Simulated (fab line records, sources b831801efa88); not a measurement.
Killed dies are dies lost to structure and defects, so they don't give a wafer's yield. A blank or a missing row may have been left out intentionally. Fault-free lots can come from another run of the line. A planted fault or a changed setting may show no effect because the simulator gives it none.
A lot that was struck, set against a sound lot + flow sky130 + 32 steps out of a route of 708
Sound: the wafers L690.1, L690.2, L690.3. Struck: wafers L701.1, L701.2, L701.4. The cause comes at the end.
Order at every step that has rows: each side's tool, ch and its chambers, its first start. Under that, the readings that differ: sound wafers + struck wafers + difference of the means + sigmas: that difference in standard deviations of wafers without a fault.
alike: same words and numbers on both sides, and readings whose means sit less than 2 such deviations apart. not compared: any withheld reading, any reading some wafer has no value for, any bound like >300 that may hide the same value, and any number with overlapping values for which the record gives no deviation.
Wherever a step has rows on one side only, a row that says differs or no value, or a row with sigmas, the two part there. Numbers that have no deviation but don't overlap get no sigmas and don't part them. A reading missing from all wafers of one side parts the sides only when that side holds two or more wafers.

SKY_PWDE_OVL_MEAS_07:
  struck on overlay-02, day 8 07:05; sound on overlay-01, day 5 19:14
  alike: PWDE_OVL
next, for these wafers, 1 step has no rows: SKY_PWDE_IMPLANT_08.
SKY_PWDE_STRIP_09: strips in O2/N2.
  sound on plasma-asher-04 ch 0,1, day 5 19:25; struck on plasma-asher-04 ch 0,1, day 8 07:16
  alike: drypump-motor-current-A, n2-flow-sccm, oes-product-au, strip-time-to-endpoint-s
  not compared: rf-hours-counter-h
SKY_PWDE_TW_MEAS_10:
  struck on film-metro-02, day 8 07:22; sound on film-metro-02, day 5 19:31
  alike: PWDE_TW
then, 7 steps without rows for these wafers: SKY_NWELL_DEHYDRATE_03 (time 60 s); SKY_NWELL_HMDS_04 (prime time 60 s); SKY_NWELL_COAT_05 (resist thk 3000 nm); SKY_NWELL_SOFTBAKE_06; SKY_NWELL_EXPOSE_07 (exposes mask NWM, target cd 840 nm); SKY_NWELL_PEB_08; SKY_NWELL_DEVELOP_09 (develop time 60 s).
SKY_NWELL_OVL_MEAS_10:
  struck on overlay-02, day 9 04:26; sound on overlay-01, day 6 14:14
  alike: NWELL_00_OVL
SKY_NWELL_IMPLANT_11:
  sound on implanter-01 ch 0, day 6 14:16; struck on implanter-03 ch 0, day 9 04:28
| reading            | sound             | struck            | difference | sigmas |
|--------------------|-------------------|-------------------|------------|--------|
| beam-on-s (s)      | 9.88 10.05 10.14  | 7.57 7.76 7.87    | -2.29      | -12    |
| faraday-current-uA | 108.5 106.8 105.5 | 141.3 138.3 135.6 | +31.5      | +17    |
  alike: beam-energy-keV, dose-ions-cm2
then, 2 steps without rows for these wafers: SKY_NWELL_IMPLANT_12; SKY_NWELL_IMPLANT_13.
SKY_NWELL_STRIP_14: strips in O2/N2.
  sound on plasma-asher-02 ch 0,1, day 6 14:43; struck on plasma-asher-02 ch 0,1, day 9 04:55
  alike: drypump-motor-current-A, n2-flow-sccm, oes-product-au, strip-time-to-endpoint-s
  not compared: rf-hours-counter-h
SKY_NWELL_TW_MEAS_15:
  struck on film-metro-01, day 9 05:01; sound on film-metro-02, day 6 14:49
| reading  | sound          | struck         | difference | sigmas |
|----------|----------------|----------------|------------|--------|
| NWELL_TW | 1813 1804 1797 | 1691 1680 1686 | -119       | -9     |
then, 7 steps without rows for these wafers: SKY_NWELL_DEHYDRATE_16 (time 60 s); SKY_NWELL_HMDS_17 (prime time 60 s); SKY_NWELL_COAT_18 (resist thk 3000 nm); SKY_NWELL_SOFTBAKE_19; SKY_NWELL_EXPOSE_20 (exposes mask NWM COMPLEMENT, target cd 840 nm); SKY_NWELL_PEB_21; SKY_NWELL_DEVELOP_22 (develop time 60.97 s).
SKY_NWELL_OVL_MEAS_23:
  struck on overlay-01, day 10 03:29; sound on overlay-02, day 7 10:30
  alike: NWELL_01_OVL
next, for these wafers, 1 step has no rows: SKY_NWELL_IMPLANT_24.
SKY_NWELL_STRIP_25: strips in O2/N2.
  sound on plasma-asher-02 ch 0,1, day 7 10:41; struck on plasma-asher-01 ch 0,1, day 10 03:41
  alike: drypump-motor-current-A, n2-flow-sccm, oes-product-au, strip-time-to-endpoint-s
  not compared: rf-hours-counter-h
SKY_NWELL_TW_MEAS_26:
  struck on film-metro-03, day 10 03:47; sound on film-metro-03, day 7 10:47
  alike: NWELL_2_TW
then, 1 step without rows for these wafers: SKY_NWELL_CLEAN_27 (cleans in SC1/SC2, time 150 s).
SKY_NWELL_RTA_28: time 30 s.
  sound on rtp-anneal-02 ch 0, day 7 10:54; struck on rtp-anneal-02 ch 0, day 10 03:54
  alike: lamp-power-pct, wafer_temp_C_max
SKY_NWELL_RS_MEAS_29: the measuring method here is four-point-probe.
  struck on film-metro-01, day 10 04:00; sound on film-metro-02, day 7 11:00
| reading           | sound             | struck            | difference | sigmas |
|-------------------|-------------------|-------------------|------------|--------|
| NWELL_RS (ohm/sq) | 625.6 626.9 623.4 | 719.2 717.0 719.9 | +93.4      | +55    |
-- the record jumps here: 40 days lie between the struck wafers' starts before and after (it left off in module NWELL and takes up again in module PAD_OPEN, whose first step shown is number 708 of the route) --
SKY_PAD_OPEN_PROBE_99:
  struck on prober-01, day 50 05:39; sound on prober-02, day 47 22:24
| reading                           | sound                         | struck                       | difference | sigmas |
|-----------------------------------|-------------------------------|------------------------------|------------|--------|
| model.etest.nfet_16v.r-on-ohm-um  | 1.418e+04 1.425e+04 1.416e+04 | 1.531e+04 1.54e+04 1.533e+04 | +1.150e+03 |        |
| model.etest.res-nwell.line-ohm-um | 1165 1176 1172                | 1352 1334 1375               | +183       |        |
| model.etest.res-nwell.rs-ohm-sq   | 968.5 982.1 960               | 1122 1108 1148               | +156       |        |
| model.etest.tip_p_5v.rs-ohm-sq    | 2857 2867 2876                | 2772 2814 2779               | -78        |        |
| model.etest.pfet_16v.drive-ua-um  | 243.5 239.4 244.3             | 256.4 258.7 253.8            | +13.9      |        |
| model.etest.field-p.vt-v (V)      | -42.04 -42.92 -42.13          | -36.47 -35.71 -37.18         | +5.91      |        |
  alike: killed_at_M0_to_M3, killed_at_M4_up, killed-at-contacts, killed-at-front-end, killed-at-other, killed-dies, killed-open, killed-short
  not compared: model.etest.res-iso-pwell.width-nm, model.etest.res-nwell.width-nm

## WHERE THEY PART
Last at SKY_NWELL_RS_MEAS_29 as far as this record goes, first at SKY_NWELL_IMPLANT_11. Later steps at which nothing parts them and some readings are alike: SKY_PAD_OPEN_PROBE_99.

WHY: what the simulator had put in
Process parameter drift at SKY_NWELL_IMPLANT_11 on implanter-03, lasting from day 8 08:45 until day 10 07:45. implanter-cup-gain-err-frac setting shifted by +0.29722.
